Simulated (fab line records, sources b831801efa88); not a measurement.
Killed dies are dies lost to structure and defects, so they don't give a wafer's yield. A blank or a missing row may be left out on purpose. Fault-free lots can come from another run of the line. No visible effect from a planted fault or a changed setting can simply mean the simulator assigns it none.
fab line records :: flow sky130
record:
  lots: 6
  wafers: 18
  lastDay: 50
route steps=708 shown LDD_N@249 LDD_P@255 PAD_OPEN@708
lots with no fault: from the same line, run without faults
startH: hours from the record's opening day to when the first of the lot's shown wafers began :: waitH: hours elapsed since this lot's preceding step :: " the same as in the row above :: L1.1+2: several wafers, shown together as one row :: - no value, or no start given :: * or withheld: withheld :: < > ~ a bound
route shown NAME@n: NAME is a module with steps in the file, n the number in the route of the first one :: usual: average and standard deviation across the fault-free wafers :: same: alike in all rows :: chamber/n: place in a boat :: sites: the reading at each site :: _std_site: how widely they spread, as a standard deviation :: _edge_site: mean of outer sites minus mean of inner sites :: radiusMm: how far each site lies from the wafer's centre :: mask NAME#n: copy n :: behind: the last tool/chamber to shape the wafer :: hold: cause of the lot's hold/its duration in hours/its outcome :: device: transistor that didn't switch, given as n, p or np :: end of line: the same wafers' tests at the end of the route :: step lacking rows: just its recipe :: killed: the dies lost at the first sort to structure and to defects; this is not the yield of the wafer :: map: the dies of a wafer, with x for killed, . for not killed, _ for no die there
set.NAME: the setting that was run; set.NAME@STEP: the one run at that earlier step :: model.NAME: the simulator's own value behind a step, which no gauge read
lots at selected steps of the route; one table per step, one row per wafer
services: the hour from which a tool's chamber was out of use, counted from the record's first day as startH (under 0 if before that day), plus the number of hours and why
== steps ==
step: SKY_LDD_N_IMPLANT_12
recipe:
  species: BF2
  energyKev: 50
  doseCm2: 5e+12
  tiltDeg: 30
  rotationDeg: 0
step: SKY_LDD_N_IMPLANT_13
recipe:
  species: BF2
  energyKev: 50
  doseCm2: 5e+12
  tiltDeg: 30
  rotationDeg: 90
step: SKY_LDD_N_IMPLANT_14
recipe:
  species: BF2
  energyKev: 50
  doseCm2: 5e+12
  tiltDeg: 30
  rotationDeg: 180
step: SKY_LDD_N_IMPLANT_15
recipe:
  species: BF2
  energyKev: 50
  doseCm2: 5e+12
  tiltDeg: 30
  rotationDeg: 270
step: SKY_LDD_N_STRIP_16
recipe:
  chemistry: O2/N2
  powerW: 1400
  pressureMtorr: 1500
  platenTempC: withheld
  o2FlowSccm: 3000
  n2FlowSccm: 300
  overashFraction: 0.5
usual:
  drypumpMotorCurrentA: 5.8/0.62
  oesProductAu: 0.406/0.0046
  stripTimeToEndpointS: 4.313/0.015
lot.wafer: L170.2
tool: plasmaAsher-03
chamber: 1
startH: 480.69
waitH: 0.1
drypumpMotorCurrentA: 6.5
oesProductAu: 0.406
rfHoursCounterH: 34
stripTimeToEndpointS: 4.328

lot.wafer: L170.3
tool: plasmaAsher-03
chamber: 0
startH: 480.69
waitH: 0.1
drypumpMotorCurrentA: 5.2
oesProductAu: 0.400
rfHoursCounterH: -
stripTimeToEndpointS: 4.313

lot.wafer: L170.6
tool: plasmaAsher-03
chamber: 1
startH: 480.69
waitH: 0.1
drypumpMotorCurrentA: 6.6
oesProductAu: 0.407
rfHoursCounterH: -
stripTimeToEndpointS: 4.316

lot.wafer: L171.2
tool: plasmaAsher-03
chamber: 1
startH: 495.29
waitH: 0.1
drypumpMotorCurrentA: 6.6
oesProductAu: 0.401
rfHoursCounterH: 35
stripTimeToEndpointS: 4.309

lot.wafer: L171.3
tool: plasmaAsher-03
chamber: 0
startH: 495.29
waitH: 0.1
drypumpMotorCurrentA: 5.2
oesProductAu: 0.408
rfHoursCounterH: -
stripTimeToEndpointS: 4.312

lot.wafer: L171.5
tool: plasmaAsher-03
chamber: 0
startH: 495.29
waitH: 0.1
drypumpMotorCurrentA: 5.2
oesProductAu: 0.410
rfHoursCounterH: -
stripTimeToEndpointS: 4.318

lot.wafer: L172.2
tool: plasmaAsher-01
chamber: 1
startH: 507.79
waitH: 0.1
drypumpMotorCurrentA: 6.5
oesProductAu: 0.402
rfHoursCounterH: 80
stripTimeToEndpointS: 4.333

lot.wafer: L172.3
tool: plasmaAsher-01
chamber: 1
startH: 507.79
waitH: 0.1
drypumpMotorCurrentA: 6.5
oesProductAu: 0.407
rfHoursCounterH: -
stripTimeToEndpointS: 4.318

lot.wafer: L172.6
tool: plasmaAsher-01
chamber: 0
startH: 507.79
waitH: 0.1
drypumpMotorCurrentA: 5.3
oesProductAu: 0.415
rfHoursCounterH: -
stripTimeToEndpointS: 4.333

lot.wafer: L180.3
tool: plasmaAsher-04
chamber: 0
startH: 575.77
waitH: 0.1
drypumpMotorCurrentA: 6.1
oesProductAu: 0.404
rfHoursCounterH: -
stripTimeToEndpointS: 4.289

lot.wafer: L180.5
tool: plasmaAsher-04
chamber: 0
startH: 575.77
waitH: 0.1
drypumpMotorCurrentA: 6.1
oesProductAu: 0.404
rfHoursCounterH: -
stripTimeToEndpointS: 4.313

lot.wafer: L180.6
tool: plasmaAsher-04
chamber: 1
startH: 575.77
waitH: 0.1
drypumpMotorCurrentA: 5.1
oesProductAu: 0.413
rfHoursCounterH: -
stripTimeToEndpointS: 4.300

lot.wafer: L182.1
tool: plasmaAsher-01
chamber: 0
startH: 582.36
waitH: 0.1
drypumpMotorCurrentA: 5.3
oesProductAu: 0.407
rfHoursCounterH: 88
stripTimeToEndpointS: 4.311

lot.wafer: L182.3
tool: plasmaAsher-01
chamber: 1
startH: 582.36
waitH: 0.1
drypumpMotorCurrentA: 6.6
oesProductAu: 0.404
rfHoursCounterH: -
stripTimeToEndpointS: 4.328

lot.wafer: L182.4
tool: plasmaAsher-01
chamber: 0
startH: 582.36
waitH: 0.1
drypumpMotorCurrentA: 5.3
oesProductAu: 0.407
rfHoursCounterH: -
stripTimeToEndpointS: 4.316

lot.wafer: L183.3
tool: plasmaAsher-01
chamber: 0
startH: 595.57
waitH: 0.1
drypumpMotorCurrentA: 5.3
oesProductAu: 0.416
rfHoursCounterH: -
stripTimeToEndpointS: 4.305

lot.wafer: L183.4
tool: plasmaAsher-01
chamber: 1
startH: 595.57
waitH: 0.1
drypumpMotorCurrentA: 6.5
oesProductAu: 0.415
rfHoursCounterH: -
stripTimeToEndpointS: 4.312

lot.wafer: L183.6
tool: plasmaAsher-01
chamber: 0
startH: 595.57
waitH: 0.1
drypumpMotorCurrentA: 5.3
oesProductAu: 0.409
rfHoursCounterH: -
stripTimeToEndpointS: 4.332
step: SKY_LDD_N_TW_MEAS_17
usual:
  LDD_N_TW: 2586/35
lot.wafer: L170.2
tool: filmMetro-03
chamber: -
startH: 480.80
waitH: 0.1
LDD_N_TW: 2541

lot.wafer: L170.3
tool: filmMetro-03
chamber: -
startH: 480.80
waitH: 0.1
LDD_N_TW: 2531

lot.wafer: L170.6
tool: filmMetro-03
chamber: -
startH: 480.80
waitH: 0.1
LDD_N_TW: 2538

lot.wafer: L171.2
tool: filmMetro-04
chamber: -
startH: 495.40
waitH: 0.1
LDD_N_TW: 2556

lot.wafer: L171.3
tool: filmMetro-04
chamber: -
startH: 495.40
waitH: 0.1
LDD_N_TW: 2571

lot.wafer: L171.5
tool: filmMetro-04
chamber: -
startH: 495.40
waitH: 0.1
LDD_N_TW: 2569

lot.wafer: L172.2
tool: filmMetro-01
chamber: -
startH: 507.90
waitH: 0.1
LDD_N_TW: 2618

lot.wafer: L172.3
tool: filmMetro-01
chamber: -
startH: 507.90
waitH: 0.1
LDD_N_TW: 2606

lot.wafer: L172.6
tool: filmMetro-01
chamber: -
startH: 507.90
waitH: 0.1
LDD_N_TW: 2615

lot.wafer: L180.3
tool: filmMetro-01
chamber: -
startH: 575.86
waitH: 0.1
LDD_N_TW: 2623

lot.wafer: L180.5
tool: filmMetro-01
chamber: -
startH: 575.86
waitH: 0.1
LDD_N_TW: 2629

lot.wafer: L180.6
tool: filmMetro-01
chamber: -
startH: 575.86
waitH: 0.1
LDD_N_TW: 2617

lot.wafer: L182.1
tool: filmMetro-03
chamber: -
startH: 582.46
waitH: 0.1
LDD_N_TW: 2540

lot.wafer: L182.3
tool: filmMetro-03
chamber: -
startH: 582.46
waitH: 0.1
LDD_N_TW: 2538

lot.wafer: L182.4
tool: filmMetro-03
chamber: -
startH: 582.46
waitH: 0.1
LDD_N_TW: 2549

lot.wafer: L183.3
tool: filmMetro-01
chamber: -
startH: 595.66
waitH: 0.1
LDD_N_TW: 2585

lot.wafer: L183.4
tool: filmMetro-01
chamber: -
startH: 595.66
waitH: 0.1
LDD_N_TW: 2597

lot.wafer: L183.6
tool: filmMetro-01
chamber: -
startH: 595.66
waitH: 0.1
LDD_N_TW: 2588
step: SKY_LDD_P_DEHYDRATE_00
recipe:
  tempC: 200
  timeS: 60
step: SKY_LDD_P_HMDS_01
recipe:
  primeTimeS: 60
  primeTempC: 120
step: SKY_LDD_P_COAT_02
recipe:
  resist: NOVOLAK
  spinRpm: 3000
  resistThkNm: 1140
step: SKY_LDD_P_SOFTBAKE_03
recipe:
  tempC: 90
  timeS: 60
  resist: NOVOLAK
step: SKY_LDD_P_EXPOSE_04
recipe:
  maskId: PSDM
  na: 0.6
  sourceShape: conventional
  sigmaOuter: 0.6
  polarization: unpolarized
  targetCdNm: 380
  doseMj: 138
step: SKY_LDD_P_PEB_05
recipe:
  tempC: withheld
  timeS: *
  resist: NOVOLAK
step: SKY_LDD_P_DEVELOP_06
recipe:
  resist: NOVOLAK
  developer: TMAH
  developTimeS: 60
  devTempC: 23
lot.wafer: L170.2+3+6
tool: lithoTrack-03
chamber: 0
startH: 511.10
waitH: 0.1

lot.wafer: L171.2+3+5
tool: lithoTrack-04
chamber: 0
startH: 524.98
waitH: 0.1

lot.wafer: L172.2+3+6
tool: lithoTrack-04
chamber: 0
startH: 537.93
waitH: 0.1

lot.wafer: L180.3+5+6
tool: lithoTrack-04
chamber: 0
startH: 605.16
waitH: 0.1

lot.wafer: L182.1+3+4
tool: lithoTrack-04
chamber: 0
startH: 611.91
waitH: 0.1

lot.wafer: L183.3+4+6
tool: lithoTrack-03
chamber: 0
startH: 624.58
waitH: 0.1
step: SKY_LDD_P_CD_MEAS_07
recipe:
  targetCdNm: 380
usual:
  cdNm: 379.6/2.3
lot.wafer: L170.2
tool: cdSem-02
chamber: -
startH: 511.25
waitH: 0.1
cdNm: 382.0

lot.wafer: L170.3
tool: cdSem-02
chamber: -
startH: 511.25
waitH: 0.1
cdNm: 382.0

lot.wafer: L170.6
tool: cdSem-02
chamber: -
startH: 511.25
waitH: 0.1
cdNm: 381.9

lot.wafer: L171.2
tool: cdSem-02
chamber: -
startH: 525.13
waitH: 0.1
cdNm: 389.4

lot.wafer: L171.3
tool: cdSem-02
chamber: -
startH: 525.13
waitH: 0.1
cdNm: 383.7

lot.wafer: L171.5
tool: cdSem-02
chamber: -
startH: 525.13
waitH: 0.1
cdNm: 386.2

lot.wafer: L172.2
tool: cdSem-01
chamber: -
startH: 538.08
waitH: 0.1
cdNm: 391.8

lot.wafer: L172.3
tool: cdSem-01
chamber: -
startH: 538.08
waitH: 0.1
cdNm: 389.5

lot.wafer: L172.6
tool: cdSem-01
chamber: -
startH: 538.08
waitH: 0.1
cdNm: 390.4

lot.wafer: L180.3
tool: cdSem-02
chamber: -
startH: 605.30
waitH: 0.1
cdNm: 380.7

lot.wafer: L180.5
tool: cdSem-02
chamber: -
startH: 605.30
waitH: 0.1
cdNm: 381.9

lot.wafer: L180.6
tool: cdSem-02
chamber: -
startH: 605.30
waitH: 0.1
cdNm: 379.2

lot.wafer: L182.1
tool: cdSem-01
chamber: -
startH: 612.06
waitH: 0.1
cdNm: 377.1

lot.wafer: L182.3
tool: cdSem-01
chamber: -
startH: 612.06
waitH: 0.1
cdNm: 379.6

lot.wafer: L182.4
tool: cdSem-01
chamber: -
startH: 612.06
waitH: 0.1
cdNm: 375.6

lot.wafer: L183.3
tool: cdSem-01
chamber: -
startH: 624.72
waitH: 0.1
cdNm: 386.3

lot.wafer: L183.4
tool: cdSem-01
chamber: -
startH: 624.72
waitH: 0.1
cdNm: 382.3

lot.wafer: L183.6
tool: cdSem-01
chamber: -
startH: 624.72
waitH: 0.1
cdNm: 383.0
step: SKY_LDD_P_OVL_MEAS_08
usual:
  LDD_P_OVL: 0.7/1.1
lot.wafer: L170.2
tool: overlay-02
chamber: -
startH: 511.35
waitH: 0.1
LDD_P_OVL[nm]: -0.4

lot.wafer: L170.3
tool: overlay-02
chamber: -
startH: 511.35
waitH: 0.1
LDD_P_OVL[nm]: 0.2

lot.wafer: L170.6
tool: overlay-02
chamber: -
startH: 511.35
waitH: 0.1
LDD_P_OVL[nm]: -0.3

lot.wafer: L171.2
tool: overlay-01
chamber: -
startH: 525.23
waitH: 0.1
LDD_P_OVL[nm]: -0.1

lot.wafer: L171.3
tool: overlay-01
chamber: -
startH: 525.23
waitH: 0.1
LDD_P_OVL[nm]: -0.7

lot.wafer: L171.5
tool: overlay-01
chamber: -
startH: 525.23
waitH: 0.1
LDD_P_OVL[nm]: -0.1

lot.wafer: L172.2
tool: overlay-02
chamber: -
startH: 538.18
waitH: 0.1
LDD_P_OVL[nm]: -2.9

lot.wafer: L172.3
tool: overlay-02
chamber: -
startH: 538.18
waitH: 0.1
LDD_P_OVL[nm]: 0.6

lot.wafer: L172.6
tool: overlay-02
chamber: -
startH: 538.18
waitH: 0.1
LDD_P_OVL[nm]: -1.2

lot.wafer: L180.3
tool: overlay-01
chamber: -
startH: 605.39
waitH: 0.1
LDD_P_OVL[nm]: -0.7

lot.wafer: L180.5
tool: overlay-01
chamber: -
startH: 605.39
waitH: 0.1
LDD_P_OVL[nm]: 0.1

lot.wafer: L180.6
tool: overlay-01
chamber: -
startH: 605.39
waitH: 0.1
LDD_P_OVL[nm]: 0.4

lot.wafer: L182.1
tool: overlay-01
chamber: -
startH: 612.18
waitH: 0.1
LDD_P_OVL[nm]: 1.4

lot.wafer: L182.3
tool: overlay-01
chamber: -
startH: 612.18
waitH: 0.1
LDD_P_OVL[nm]: -0.9

lot.wafer: L182.4
tool: overlay-01
chamber: -
startH: 612.18
waitH: 0.1
LDD_P_OVL[nm]: 0.5

lot.wafer: L183.3
tool: overlay-01
chamber: -
startH: 624.81
waitH: 0.1
LDD_P_OVL[nm]: 0.5

lot.wafer: L183.4
tool: overlay-01
chamber: -
startH: 624.81
waitH: 0.1
LDD_P_OVL[nm]: 0.5

lot.wafer: L183.6
tool: overlay-01
chamber: -
startH: 624.81
waitH: 0.1
LDD_P_OVL[nm]: 2.6
step: SKY_PAD_OPEN_PROBE_99
usual:
  killed_at_M0_to_M3: 43/7.2
  killed_at_M4_up: 3.3/1.8
  killedAtContacts: 23/5.5
  killedAtFrontEnd: 16/5.1
  killedAtOther: 0.4/0.65
  killedDies: 85/10
  killedOpen: 46/7.1
  killedShort: 38/7.2
same:
  grossDies: 492
  killedAtBackSide: 0
lot.wafer: L170.2
tool: prober-02
chamber: -
startH: 1123.03
waitH: 0.1
killed_at_M0_to_M3: 44
killed_at_M4_up: 4
killedAtContacts: 28
killedAtFrontEnd: 14
killedAtOther: 0
killedDies: 90
killedOpen: 49
killedShort: 39

lot.wafer: L171.2
tool: prober-01
chamber: -
startH: 1135.64
waitH: 0.1
killed_at_M0_to_M3: 34
killed_at_M4_up: 2
killedAtContacts: 20
killedAtFrontEnd: 8
killedAtOther: 0
killedDies: 64
killedOpen: 41
killedShort: 23
killed by level:class
L170.2 VIA1:geometricParticle:open=11 VIA2:geometricParticle:open=9 CONTACT:geometricParticle:open=9 METAL2:geometricParticle:short=9 LI_CONTACT:geometricParticle:open=8 POLY_GATE:geometricParticle:short=6 LOCAL_INTERCONNECT:geometricParticle:short=4 CONTACT:geometricParticle:short=4
L171.2 CONTACT:geometricParticle:open=11 VIA2:geometricParticle:open=9 VIA1:geometricParticle:open=7 LI_CONTACT:geometricParticle:open=6 VIA3:geometricParticle:short=4 CONTACT:geometricParticle:short=3 METAL2:geometricParticle:short=3 VIA3:geometricParticle:open=3
== services ==
tool: plasmaAsher-04
chamber: -
startH: 512.30
hours: 10.2
kind: repair

tool: plasmaAsher-04
chamber: -
startH: 583.52
hours: 2.7
kind: repair

tool: plasmaAsher-04
chamber: -
startH: 584.69
hours: 3.2
kind: repair
== key ==
firstSign:
  step: SKY_LDD_P_CD_MEAS_07
  reading: cdNm
  direction: up
  sigmas: 3.9
  usual: 379.6
  struck: 388.5
effect none on later readings
metAt SKY_LDD_P_DEVELOP_06
struckWafers L171.2,L171.3,L171.5,L172.2,L172.3,L172.6
testerLeftOut L171,L172
fault:
  kind: processParameterDrift
  tool: lithoTrack-04
  chamber: -
  onsetH: 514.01
  steps: SKY_LDD_P_DEVELOP_06
  channel: developTimeS
  offset: *
  shape: step
  endH: 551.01
  actsIn: *
  stated: *
testerLeftOut: of these lots the tester's yield and bins aren't shown, on N5 and GAA mostly nor the transistor test; their killed dies are dies lost to structure and defects alone, not to doping, threshold or leakage, so they don't give the yield
